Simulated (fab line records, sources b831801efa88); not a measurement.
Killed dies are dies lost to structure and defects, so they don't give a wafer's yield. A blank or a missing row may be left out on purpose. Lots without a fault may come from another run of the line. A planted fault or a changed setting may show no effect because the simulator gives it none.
A struck lot beside a sound one | flow sky130 | 15 steps out of a route of 708
Sound: wafers L708.2, L708.4, L708.6. Struck: wafers L714.3, L714.5, L714.6. The cause comes at the end.
At each step with rows: each side's tool, then ch and its chambers, then its first start. Under that, the readings that differ: sound wafers | struck wafers | difference of the means | sigmas: that difference in standard deviations of wafers without a fault.
alike: readings whose means differ by less than 2 such deviations, and words and numbers that are the same on both sides. not compared: withheld readings, readings that some wafer has no value for, bounds like >300 that may hide the same value, and numbers for which the record gives no deviation and whose values overlap.
The two part at a step that has a row with sigmas, a row that says differs or no value, or rows on one side only. Numbers that don't overlap but have no deviation are shown without sigmas and don't part them. A reading that every wafer of one side lacks parts them only if that side has two wafers or more.

first, 2 steps without rows for these wafers: SKY_CAP2M_PEB_10; SKY_CAP2M_DEVELOP_11 (develop time 60 s).
SKY_CAP2M_OVL_MEAS_12:
  sound on overlay-02, day 40 20:16; struck on overlay-02, day 43 12:22
  alike: CAP2M_OVL
SKY_CAP2M_METAL_ETCH_13: etches TiN in Cl2/BCl3, stops on SiO2, target depth 220 nm, time 62.9 s.
  sound on rie_metal-02 ch 0,1, day 40 20:17; struck on rie_metal-02 ch 0,1, day 43 12:25
  alike: drypump_motor_current_A, mfc_cl2_sccm, oes_product_au, throttle_valve_pct
  not compared: rf_hours_counter_h
SKY_CAP2M_STRIP_14: strips in O2/N2.
  sound on plasma_asher-03 ch 0,1, day 40 20:22; struck on plasma_asher-04 ch 0,1, day 43 12:30
  alike: drypump_motor_current_A, n2_flow_sccm, oes_product_au, strip_time_to_endpoint_s
  not compared: rf_hours_counter_h
then, 7 steps without rows for these wafers: SKY_CAP2M_STRIP_15 (strips in post etch residue remover, time 1200 s); SKY_CAP2M_CLEAN_16 (cleans in IPA, time 180 s); SKY_CAP2M_CLEAN_17 (cleans in O3/DIW); SKY_METAL4_DEHYDRATE_05 (time 60 s); SKY_METAL4_HMDS_06 (prime time 60 s); SKY_METAL4_COAT_07 (resist thk 60 nm); SKY_METAL4_COAT_08 (resist thk 1140 nm).
SKY_METAL4_SOFTBAKE_09: time 90 s.
  sound on litho_track-03 ch 0, day 41 09:00; struck on litho_track-03 ch 0, day 43 23:00
  reading                  | sound                | struck               | difference | sigmas
  heater_power_total_W (W) | 57.22 57.20 57.57    | 58.33 58.52 58.30    | +1.05      | +9
  plate_temp_C (C)         | 100.14 100.01 100.14 | 101.41 101.34 101.33 | +1.26      | +11
then, 1 step without rows for these wafers: SKY_METAL4_EXPOSE_10 (exposes mask MM4, target cd 300 nm).
-- the record jumps here: 4 days lie between the struck wafers' starts before and after (it left off in module METAL4 and takes up again in module PAD_OPEN, whose first step shown is number 708 of the route) --
SKY_PAD_OPEN_PROBE_99:
  sound on prober-01, day 45 21:28; struck on prober-01, day 48 04:15
  alike: defect_limited_yield, killed_at_M0_to_M3, killed_at_M4_up, killed_at_contacts, killed_at_front_end, killed_at_other, killed_dies, killed_open, killed_short, sort_bin_3_pad_short, sort_bin_5_function, sort_bin_6_memory, sort_n_pass, sort_yield_pct

WHERE THEY PART
Only at SKY_METAL4_SOFTBAKE_09, within this record. Later steps at which nothing parts them and some readings are alike: SKY_PAD_OPEN_PROBE_99.

WHY: what the simulator had put in
Process parameter drift: litho_track-03, from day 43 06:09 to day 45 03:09, at SKY_METAL4_SOFTBAKE_09. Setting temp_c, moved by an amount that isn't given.
